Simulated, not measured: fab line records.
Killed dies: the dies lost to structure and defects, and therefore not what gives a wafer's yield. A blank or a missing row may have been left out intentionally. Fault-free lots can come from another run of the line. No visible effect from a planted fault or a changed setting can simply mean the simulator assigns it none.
Which tool did it? / flow gf180mcu / 36 wafers from 12 lots sampled at 5 of the route's 602 steps

## WHAT EACH GAUGE READ, for each wafer
GF_STI_THK_MEAS_04. Usual: for STI_CVD_03_THK the level is 206.8 nm and the standard deviation is 2.1.
lot=L711; measured=day 1 14:33; on=film_metro-03; STI_CVD_03_THK (nm)=205.9 206.0 206.1; flag=
lot=L712; measured=day 1 20:08; on=film_metro-03; STI_CVD_03_THK (nm)=203.7 203.5 202.7; flag=
lot=L713; measured=day 2 01:55; on=film_metro-03; STI_CVD_03_THK (nm)=416.0 415.5 413.8; flag=OFF
lot=L715; measured=day 2 09:58; on=film_metro-01; STI_CVD_03_THK (nm)=210.0 209.3 208.9; flag=
lot=L720; measured=day 3 14:07; on=film_metro-02; STI_CVD_03_THK (nm)=410.4 412.9 410.4; flag=OFF
lot=L724; measured=day 4 08:05; on=film_metro-01; STI_CVD_03_THK (nm)=205.8 207.1 207.6; flag=
lot=L725; measured=day 4 11:34; on=film_metro-03; STI_CVD_03_THK (nm)=207.1 209.0 207.8; flag=
lot=L727; measured=day 4 21:34; on=film_metro-03; STI_CVD_03_THK (nm)=204.4 202.1 203.6; flag=
lot=L729; measured=day 5 09:28; on=film_metro-01; STI_CVD_03_THK (nm)=207.7 209.2 207.9; flag=
lot=L730; measured=day 5 13:43; on=film_metro-02; STI_CVD_03_THK (nm)=206.1 205.7 205.6; flag=
lot=L731; measured=day 5 17:34; on=film_metro-01; STI_CVD_03_THK (nm)=211.1 210.7 209.6; flag=
lot=L734; measured=day 6 08:44; on=film_metro-02; STI_CVD_03_THK (nm)=207.4 208.3 209.4; flag=

GF_POLY_GATE_OVL_MEAS_11. Usual: for POLY_GATE_OVL the level is 2 nm and the standard deviation is 5.2.
lot=L711; measured=day 9 05:43; on=overlay-01; POLY_GATE_OVL (nm)=-1 8 0; flag=
lot=L712; measured=day 9 13:46; on=overlay-02; POLY_GATE_OVL (nm)=3 7 2; flag=
lot=L715; measured=day 10 11:27; on=overlay-02; POLY_GATE_OVL (nm)=-2 2 -3; flag=
lot=L724; measured=day 13 01:02; on=overlay-01; POLY_GATE_OVL (nm)=-2 -4 0; flag=
lot=L725; measured=day 13 11:16; on=overlay-02; POLY_GATE_OVL (nm)=-1 -9 -7; flag=
lot=L727; measured=day 14 01:50; on=overlay-02; POLY_GATE_OVL (nm)=1 10 14; flag=
lot=L729; measured=day 14 19:05; on=overlay-01; POLY_GATE_OVL (nm)=7 0 4; flag=
lot=L730; measured=day 14 21:06; on=overlay-01; POLY_GATE_OVL (nm)=4 3 5; flag=
lot=L731; measured=day 15 02:46; on=overlay-02; POLY_GATE_OVL (nm)=-2 -4 -9; flag=
lot=L734; measured=day 15 23:03; on=overlay-01; POLY_GATE_OVL (nm)=3 0 6; flag=

GF_HV_LDD_CD_MEAS_31 targets a cd of 400 nm. Usual: 400.2 nm for cd_nm, sd 2.
lot=L711; measured=day 11 13:44; on=cd_sem-01; cd_nm (nm)=402.9 399.7 400.3; flag=
lot=L712; measured=day 12 00:46; on=cd_sem-02; cd_nm (nm)=402.9 399.8 400.2; flag=
lot=L715; measured=day 12 21:49; on=cd_sem-01; cd_nm (nm)=402.4 402.5 401.0; flag=
lot=L724; measured=day 15 18:17; on=cd_sem-01; cd_nm (nm)=398.8 399.8 397.6; flag=
lot=L725; measured=day 16 04:28; on=cd_sem-02; cd_nm (nm)=401.8 402.9 401.6; flag=
lot=L727; measured=day 16 20:36; on=cd_sem-01; cd_nm (nm)=402.1 403.3 404.4; flag=
lot=L729; measured=day 17 17:13; on=cd_sem-02; cd_nm (nm)=402.6 400.5 399.3; flag=
lot=L730; measured=day 17 19:29; on=cd_sem-01; cd_nm (nm)=396.8 398.0 399.5; flag=
lot=L731; measured=day 18 03:46; on=cd_sem-01; cd_nm (nm)=400.1 401.8 399.8; flag=
lot=L734; measured=day 18 23:37; on=cd_sem-01; cd_nm (nm)=397.5 401.7 397.2; flag=

## EACH LOT AND THE TOOL THAT RAN IT (in order: tool; ch and the chambers of the sampled wafers; start)
lot=L711; GF_STI_CVD_03=lpcvd-01 ch 0, day 1 11:34; GF_STI_ETCH_13=rie_diel-04 ch 1,2,3, day 2 01:59
lot=L712; GF_STI_CVD_03=lpcvd-02 ch 1, day 1 18:09; GF_STI_ETCH_13=rie_diel-04 ch 0,1, day 2 08:51
lot=L713; GF_STI_CVD_03=lpcvd-01 ch 0, day 1 21:46; GF_STI_ETCH_13=rie_diel-02 ch 0,1, day 2 12:11
lot=L715; GF_STI_CVD_03=lpcvd-01 ch 1, day 2 07:59; GF_STI_ETCH_13=rie_diel-04 ch 0,3, day 2 22:20
lot=L720; GF_STI_CVD_03=lpcvd-02 ch 1, day 3 09:58; GF_STI_ETCH_13=rie_diel-04 ch 0,1, day 3 23:56
lot=L724; GF_STI_CVD_03=lpcvd-02 ch 1, day 4 06:05; GF_STI_ETCH_13=rie_diel-04 ch 2,3, day 4 21:35
lot=L725; GF_STI_CVD_03=lpcvd-01 ch 0, day 4 09:34; GF_STI_ETCH_13=rie_diel-04 ch 0,2,3, day 5 01:35
lot=L727; GF_STI_CVD_03=lpcvd-02 ch 0, day 4 19:34; GF_STI_ETCH_13=rie_diel-04 ch 0,3, day 5 12:14
lot=L729; GF_STI_CVD_03=lpcvd-01 ch 1, day 5 06:29; GF_STI_ETCH_13=rie_diel-01 ch 0,1, day 6 00:10
lot=L730; GF_STI_CVD_03=lpcvd-01 ch 1, day 5 10:44; GF_STI_ETCH_13=rie_diel-01 ch 0,1,3, day 6 03:45
lot=L731; GF_STI_CVD_03=lpcvd-01 ch 1, day 5 15:34; GF_STI_ETCH_13=rie_diel-04 ch 0,1,3, day 6 08:27
lot=L734; GF_STI_CVD_03=lpcvd-01 ch 0, day 6 06:45; GF_STI_ETCH_13=rie_diel-01 ch 0,1,2, day 7 00:01
- GF_STI_CVD_03: deposits Si3N4 from DCS/NH3, target thk 207.16 nm, time 3551 s.
- GF_STI_ETCH_13: etches the open film in CHF3/O2, stops on Si, target depth 282.31 nm, time 112.9 s.

## WHAT THE TOOLS THEMSELVES READ (means of the sampled wafers that have a number; where no wafer has one, the mark that the record gives instead)
GF_STI_CVD_03. Usual: zone_power_bottom_pct 19.1 %, standard deviation 1; zone_power_centre_pct 14.5 %, standard deviation 1; zone_power_top_pct 25.1 %, standard deviation 2.
lot=L711; tool=lpcvd-01; zone_power_bottom_pct (%)=19.9; zone_power_centre_pct (%)=12.6; zone_power_top_pct (%)=26.6; flag=
lot=L712; tool=lpcvd-02; zone_power_bottom_pct (%)=17.8; zone_power_centre_pct (%)=15.0; zone_power_top_pct (%)=25.6; flag=
lot=L713; tool=lpcvd-01; zone_power_bottom_pct (%)=19.9; zone_power_centre_pct (%)=12.6; zone_power_top_pct (%)=26.6; flag=
lot=L715; tool=lpcvd-01; zone_power_bottom_pct (%)=20.1; zone_power_centre_pct (%)=14.5; zone_power_top_pct (%)=23.5; flag=
lot=L720; tool=lpcvd-02; zone_power_bottom_pct (%)=17.9; zone_power_centre_pct (%)=15.1; zone_power_top_pct (%)=25.5; flag=
lot=L724; tool=lpcvd-02; zone_power_bottom_pct (%)=17.9; zone_power_centre_pct (%)=14.9; zone_power_top_pct (%)=25.5; flag=
lot=L725; tool=lpcvd-01; zone_power_bottom_pct (%)=20.0; zone_power_centre_pct (%)=12.7; zone_power_top_pct (%)=26.3; flag=
lot=L727; tool=lpcvd-02; zone_power_bottom_pct (%)=17.8; zone_power_centre_pct (%)=16.2; zone_power_top_pct (%)=29.1; flag=
lot=L729; tool=lpcvd-01; zone_power_bottom_pct (%)=20.0; zone_power_centre_pct (%)=14.4; zone_power_top_pct (%)=23.2; flag=
lot=L730; tool=lpcvd-01; zone_power_bottom_pct (%)=19.9; zone_power_centre_pct (%)=14.5; zone_power_top_pct (%)=23.1; flag=
lot=L731; tool=lpcvd-01; zone_power_bottom_pct (%)=20.0; zone_power_centre_pct (%)=14.4; zone_power_top_pct (%)=22.9; flag=
lot=L734; tool=lpcvd-01; zone_power_bottom_pct (%)=19.7; zone_power_centre_pct (%)=12.7; zone_power_top_pct (%)=26.7; flag=

GF_STI_ETCH_13. Usual: drypump_motor_current_A 5.8 A, standard deviation 0.44; oes_product_au 0.831 a.u., standard deviation 0.0059; throttle_valve_pct 8.810 %, standard deviation 0.0091.
lot=L711; tool=rie_diel-04; drypump_motor_current_A (A)=6.2; oes_product_au (a.u.)=0.823; throttle_valve_pct (%)=8.808; flag=
lot=L712; tool=rie_diel-04; drypump_motor_current_A (A)=5.9; oes_product_au (a.u.)=0.824; throttle_valve_pct (%)=8.812; flag=
lot=L713; tool=rie_diel-02; drypump_motor_current_A (A)=5.2; oes_product_au (a.u.)=0.983; throttle_valve_pct (%)=8.853; flag=OFF
lot=L715; tool=rie_diel-04; drypump_motor_current_A (A)=6.3; oes_product_au (a.u.)=0.837; throttle_valve_pct (%)=8.824; flag=
lot=L720; tool=rie_diel-04; drypump_motor_current_A (A)=5.9; oes_product_au (a.u.)=0.992; throttle_valve_pct (%)=8.858; flag=OFF
lot=L724; tool=rie_diel-04; drypump_motor_current_A (A)=6.5; oes_product_au (a.u.)=0.832; throttle_valve_pct (%)=8.816; flag=
lot=L725; tool=rie_diel-04; drypump_motor_current_A (A)=6.2; oes_product_au (a.u.)=0.833; throttle_valve_pct (%)=8.809; flag=
lot=L727; tool=rie_diel-04; drypump_motor_current_A (A)=6.3; oes_product_au (a.u.)=0.821; throttle_valve_pct (%)=8.806; flag=
lot=L729; tool=rie_diel-01; drypump_motor_current_A (A)=5.5; oes_product_au (a.u.)=0.835; throttle_valve_pct (%)=8.815; flag=
lot=L730; tool=rie_diel-01; drypump_motor_current_A (A)=5.6; oes_product_au (a.u.)=0.828; throttle_valve_pct (%)=8.806; flag=
lot=L731; tool=rie_diel-04; drypump_motor_current_A (A)=6.1; oes_product_au (a.u.)=0.840; throttle_valve_pct (%)=8.807; flag=
lot=L734; tool=rie_diel-01; drypump_motor_current_A (A)=5.5; oes_product_au (a.u.)=0.834; throttle_valve_pct (%)=8.817; flag=

## THE ANSWER, worked out from the rows above alone
Rule: a lot is off if the mean of its wafers that have a number lies more than 3 standard deviations from the usual mean. Also off: a lot with no number at a reading for which 4 or more lots have one. Where the step has rows for the other lots, those lots are counted as sound. After the gauges, taken in route order, come the tools' own readings; for these a lot's mean is taken, as printed above. At the first step where some lot is off, the reading lying furthest off is the one used; lots without a number count as furthest.
Off: L713, L720, seen at GF_STI_THK_MEAS_04 (STI_CVD_03_THK).
If a tool, at a process step before that reading, ran all the lots that are off and no sound lot after the first of them, it fits. Not tried: the gauges at GF_STI_THK_MEAS_04; whatever is off there is also off at GF_STI_ETCH_13, on other tools, and gauge error can't account for it. Not one of the candidates tried fits.

## WHAT THE SIMULATOR HAD PUT IN
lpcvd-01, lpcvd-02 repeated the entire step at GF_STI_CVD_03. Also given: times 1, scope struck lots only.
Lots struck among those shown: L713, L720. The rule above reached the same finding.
